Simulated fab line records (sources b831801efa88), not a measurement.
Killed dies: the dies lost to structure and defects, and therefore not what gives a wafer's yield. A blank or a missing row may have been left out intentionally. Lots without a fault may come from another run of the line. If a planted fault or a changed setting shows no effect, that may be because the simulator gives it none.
Which of the tools did it?	flow gf180mcu	6 lots, 18 wafers sampled, at 3 steps of a route of 602

WHAT THE GAUGES SHOWED, per wafer
GF_M2_OVL_MEAS_15.
lot	measured	on	M2_OVL (nm)
L273	day 19 15:56	overlay-01	2 -5 -3
L275	day 20 15:02	overlay-01	-3 -4 -3
L285	day 24 12:11	overlay-02	5 5 2
L290	day 25 21:52	overlay-02	8 6 8
L292	day 26 11:37	overlay-01	-8 -2 -1
L294	day 27 02:04	overlay-01	1 5 -5

WHAT TOOL EACH LOT RAN ON (gives the tool, then ch and the chambers of the sampled wafers, and finally the start)
lot	GF_SALICIDE_SPUTTER_02	GF_V1_SPUTTER_21
L273	pvd sputter-01, day 15 14:24	pvd sputter-02, day 18 15:32
L275	pvd sputter-02, day 16 12:00	pvd sputter-01, day 19 14:41
L285	pvd sputter-01, day 20 08:44	pvd sputter-02, day 23 12:19
L290	pvd sputter-02, day 21 20:57	pvd sputter-03, day 24 23:38
L292	pvd sputter-01, day 22 13:53	pvd sputter-02, day 25 13:14
L294	pvd sputter-04, day 23 05:33	pvd sputter-01, day 26 04:20
- GF_SALICIDE_SPUTTER_02: material Co, target thk 10 nm, time 20 s.
- GF_V1_SPUTTER_21: material Ti, target thk 15 nm, time 80.02 s.

THE ANSWER, worked out from the rows above alone
Rule: usual is defined by the lots themselves. Put in order of their means at a reading, lots are off if they are a third of the lots or fewer, leave a main group of 4 or more, and stand apart from it by a gap of 3 or more times the standard deviation of the main group's means; of several such gaps the widest counts. If all means in a main group match to the digits the tables above print for the reading, that group is not used. A lot without any number at a reading at which 4 lots or more have one is off too. Where the step has rows for the other lots, those lots are counted as sound.
None of the lots is off at any reading shown; this tells nothing.

WHAT THE SIMULATOR PUT IN
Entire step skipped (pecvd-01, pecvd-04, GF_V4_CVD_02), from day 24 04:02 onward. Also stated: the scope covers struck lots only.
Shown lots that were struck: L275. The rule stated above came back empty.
